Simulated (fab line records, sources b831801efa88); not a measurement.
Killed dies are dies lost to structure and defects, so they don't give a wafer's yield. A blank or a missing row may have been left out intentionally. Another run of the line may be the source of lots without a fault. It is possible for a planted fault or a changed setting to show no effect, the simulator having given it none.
What tool caused it? ; flow gf180mcu ; 13 lots with 39 wafers sampled at 4 steps, on a route of 602 steps

## WHAT EACH GAUGE READ, for each wafer
GF_V5_BOW_MEAS_05. Usual: V5_BOW gives 135 um (standard deviation 8.8).
lot;measured;on;V5_BOW (um);flag
L851;day 26 16:20;film metro-01;142 135 136;
L852;day 27 00:29;film metro-02;125 119 136;
L855;day 28 00:04;film metro-03;131 133 128;
L857;day 28 17:28;film metro-03;127 124 125;
L858;day 28 22:28;film metro-03;132 137 124;
L861;day 29 18:33;film metro-03;130 135 126;
L862;day 30 08:22;film metro-02;135 141 142;
L864;day 31 06:49;film metro-03;138 126 135;
L866;day 31 11:48;film metro-02;139 140 129;
L865;day 31 14:08;film metro-01;146 151 150;
L867;day 31 15:02;film metro-01;126 125 136;
L868;day 31 16:52;film metro-01;150 156 139;
L869;day 31 21:12;film metro-01;129 124 131;

GF_TOP_METAL_CD_MEAS_14 targets a cd of 440 nm. Usual: 440.9 nm for cd nm, sd 2.3.
lot;measured;on;cd nm (nm);flag
L851;day 28 10:25;cd sem-02;441.0 442.5 441.2;
L852;day 28 18:02;cd sem-02;440.6 440.1 440.9;
L855;day 29 15:49;cd sem-01;445.9 444.9 446.8;
L857;day 30 09:29;cd sem-01;440.9 442.3 442.5;
L858;day 30 14:09;cd sem-01;442.0 444.2 442.1;
L861;day 31 08:08;cd sem-02;440.4 441.4 440.6;
L862;day 31 21:37;cd sem-02;439.6 439.6 439.2;
L864;day 32 17:46;cd sem-02;438.9 438.0 440.4;
L866;day 32 23:10;cd sem-02;439.6 441.5 439.6;
L865;day 33 01:43;cd sem-02;440.0 436.0 438.3;
L867;day 33 01:52;cd sem-02;440.0 439.8 443.1;
L868;day 33 03:25;cd sem-02;439.5 438.9 434.3;
L869;day 33 08:22;cd sem-02;438.1 437.5 438.7;

## EACH LOT AND THE TOOL THAT RAN IT (in order: tool; ch and the chambers of the sampled wafers; start)
lot;GF_V4_ETCH_16;GF_V5_CVD_02
L851;rie diel-03 ch 0,2,3, day 24 18:51;pecvd-01 ch 0,1, day 26 15:51
L852;rie diel-02 ch 1,2, day 25 03:37;pecvd-03 ch 1,2, day 27 00:01
L855;rie diel-02 ch 2,3, day 26 03:37;pecvd-01 ch 1, day 27 23:25
L857;rie diel-02 ch 1,2,3, day 26 22:52;pecvd-03 ch 0,1, day 28 17:00
L858;rie diel-02 ch 0,1,3, day 27 04:37;pecvd-03 ch 0,1,2, day 28 21:58
L861;rie diel-02 ch 0,1,3, day 28 01:25;pecvd-02 ch 0,2, day 29 18:02
L862;rie diel-02 ch 1,3, day 28 14:52;pecvd-01 ch 2, day 30 07:51
L864;rie diel-04 ch 1,2,3, day 29 14:27;pecvd-02 ch 0,2, day 31 06:20
L866;rie diel-02 ch 0,1, day 29 20:36;pecvd-01 ch 0,1,2, day 31 11:20
L865;rie diel-02 ch 1,2,3, day 29 22:22;pecvd-02 ch 0,2, day 31 13:38
L867;rie diel-04 ch 1,2,3, day 29 23:43;pecvd-01 ch 0,1,2, day 31 14:32
L868;rie diel-04 ch 0,3, day 30 01:51;pecvd-01 ch 0,1,2, day 31 16:18
L869;rie diel-02 ch 2,3, day 30 06:43;pecvd-03 ch 0,2, day 31 20:43
- GF_V4_ETCH_16: etches BARC in N2/H2.
- GF_V5_CVD_02: deposits SiO2 from TEOS, target thk 1450 nm, time 163.28 s.

## AS READ BY THE TOOLS THEMSELVES (means over the sampled wafers that have a number; for cases with no such wafer, the mark the record gives instead)
GF_V4_ETCH_16. Usual: bias w 100.01 W, standard deviation 0.27; drypump motor current A 5.6 A, standard deviation 0.52; h2 flow sccm 200.0 sccm, standard deviation 0.65; oes product au 0.854 a.u., standard deviation 0.0048; throttle valve pct 13.225 %, standard deviation 0.0094.
lot;tool;bias w (W);drypump motor current A (A);h2 flow sccm (sccm);oes product au (a.u.);throttle valve pct (%);flag
L851;rie diel-03;99.65;5.8;200.7;0.849;13.221;
L852;rie diel-02;99.87;5.4;199.8;0.857;13.229;
L855;rie diel-02;99.84;5.0;199.9;0.854;13.226;
L857;rie diel-02;99.82;5.2;200.5;0.856;13.221;
L858;rie diel-02;100.17;5.4;200.5;0.852;13.215;
L861;rie diel-02;99.86;5.4;199.2;0.856;13.217;
L862;rie diel-02;100.11;5.1;199.6;0.856;13.224;
L864;rie diel-04;100.33;6.2;200.7;0.858;13.220;
L866;rie diel-02;99.57;5.8;199.9;0.858;13.234;
L865;rie diel-02;100.07;5.2;200.1;0.852;13.229;
L867;rie diel-04;100.29;6.2;200.1;0.855;13.226;
L868;rie diel-04;100.31;5.9;199.5;0.849;13.229;
L869;rie diel-02;100.22;5.1;200.2;0.857;13.219;

GF_V5_CVD_02. Usual: 638 W for heater power w, sd 84.
lot;tool;heater power w (W);flag
L851;pecvd-01;638;
L852;pecvd-03;573;
L855;pecvd-01;590;
L857;pecvd-03;605;
L858;pecvd-03;608;
L861;pecvd-02;563;
L862;pecvd-01;774;
L864;pecvd-02;576;
L866;pecvd-01;730;
L865;pecvd-02;587;
L867;pecvd-01;663;
L868;pecvd-01;682;
L869;pecvd-03;651;

## THE ANSWER, worked out from the rows above alone
Rule: a lot is off if the mean of its wafers that have a number lies more than 3 standard deviations from the usual mean. A lot without any number at a reading at which 4 lots or more have one is off too. Where the step has rows for the other lots, those lots are counted as sound. The gauges are gone through in route order, then the tools' own readings, and for those a lot's mean is taken as printed above. The first step at which some lot is off is used, and at that step the reading that is off furthest; a lot without a number counts as furthest.
Nothing can be told from this: no lot is off at any reading shown.

## WHAT THE SIMULATOR PUT IN
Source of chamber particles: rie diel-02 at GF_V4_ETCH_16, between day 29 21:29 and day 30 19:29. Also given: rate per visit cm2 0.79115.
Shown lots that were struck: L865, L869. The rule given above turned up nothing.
